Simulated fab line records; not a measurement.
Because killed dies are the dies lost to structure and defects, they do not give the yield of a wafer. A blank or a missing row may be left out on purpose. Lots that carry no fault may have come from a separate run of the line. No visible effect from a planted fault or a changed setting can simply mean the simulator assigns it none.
Which tool did it?	flow sky130	11 lots with 33 wafers sampled at 3 steps, on a route of 708 steps

## WHAT THE GAUGES READ, wafer by wafer
SKY_VT_ADJUST_PCH_TW_MEAS_10. Usual: for VT_ADJUST_PCH_TW the level is 143.5 and the standard deviation is 1.
lot	measured	on	VT_ADJUST_PCH_TW	flag
L479	day 11 00:20	filmMetro-04	143.4 143.3 143.6	
L480	day 11 05:02	filmMetro-02	141.5 142.5 142.2	
L481	day 11 15:35	filmMetro-04	143.3 143.4 143.6	
L483	day 12 09:50	filmMetro-04	143.4 143.8 143.4	
L484	day 12 15:00	filmMetro-04	143.7 142.9 143.2	
L485	day 12 20:32	filmMetro-02	142.8 142.2 142.9	
L487	day 13 15:31	filmMetro-02	142.7 142.7 143.1	
L488	day 13 21:26	filmMetro-04	144.6 144.5 143.9	
L489	day 14 05:05	filmMetro-03	144.9 145.5 144.4	
L496	day 16 14:47	filmMetro-03	144.6 144.8 144.8	
L497	day 16 16:20	filmMetro-04	142.8 143.4 143.8	

SKY_GATE_OXIDE_TW_MEAS_14. Usual: for GATE_OXIDE_TW the level is 225.3 and the standard deviation is 2.
lot	measured	on	GATE_OXIDE_TW	flag
L479	day 14 10:41	filmMetro-02	223.6 222.4 223.9	
L480	day 14 15:45	filmMetro-04	226.5 226.1 225.5	
L481	day 15 06:37	filmMetro-01	227.8 228.7 228.5	
L483	day 16 02:39	filmMetro-01	227.8 227.6 226.7	
L484	day 16 07:37	filmMetro-04	225.7 226.2 226.8	
L485	day 16 11:44	filmMetro-01	228.1 228.4 226.0	
L487	day 17 13:43	filmMetro-04	224.4 224.9 225.9	
L488	day 17 16:10	filmMetro-02	223.4 223.0 223.9	
L489	day 18 00:47	filmMetro-02	222.2 223.4 222.4	
L496	day 20 19:51	filmMetro-04	225.3 225.6 226.3	
L497	day 20 19:17	filmMetro-01	228.0 228.6 227.8	

SKY_SD_P_CD_MEAS_07: target cd 380 nm. Usual: cdNm 380.1 nm, standard deviation 2.5.
lot	measured	on	cdNm (nm)	flag
L479	day 26 00:00	cdSem-01	380.4 381.2 382.7	
L480	day 26 03:16	cdSem-02	377.5 378.3 380.3	
L481	day 26 20:32	cdSem-01	379.8 381.2 379.4	
L483	day 27 18:19	cdSem-01	379.6 379.1 379.7	
L484	day 28 02:03	cdSem-02	377.7 378.6 378.3	
L485	day 28 05:04	cdSem-01	380.7 381.2 380.3	
L487	day 29 04:40	cdSem-02	379.8 379.9 379.4	
L488	day 29 10:37	cdSem-02	384.5 383.6 383.3	
L489	day 29 16:40	cdSem-01	376.6 374.8 375.6	
L496	day 32 06:07	cdSem-02	374.5 376.8 374.6	
L497	day 32 02:40	cdSem-01	377.3 379.7 378.2	

## WHAT TOOL EACH LOT RAN ON (gives the tool, then ch and the chambers of the sampled wafers, and finally the start)
Before these readings, the record contains no process step.

## WHAT THE TOOLS THEMSELVES READ (means of the sampled wafers that have a number; where no wafer has one, the mark that the record gives instead)
The record holds no such reading with a usual standard deviation.

## THE ANSWER, worked out from the rows above alone
Rule: take the mean of a lot's wafers that have a number; if it is more than 3 standard deviations from the usual mean, the lot is off. Also off: a lot with no number at a reading for which 4 or more lots have one. Any other lot the step has rows for is counted as sound. First the gauges in route order, then the tools' own readings, where a lot's mean is used as printed above. The first step at which some lot is off is used, and at that step the reading that is off furthest; a lot without a number counts as furthest.
Nothing can be told from this: no lot is off at any reading shown.

## WHAT THE SIMULATOR PUT IN
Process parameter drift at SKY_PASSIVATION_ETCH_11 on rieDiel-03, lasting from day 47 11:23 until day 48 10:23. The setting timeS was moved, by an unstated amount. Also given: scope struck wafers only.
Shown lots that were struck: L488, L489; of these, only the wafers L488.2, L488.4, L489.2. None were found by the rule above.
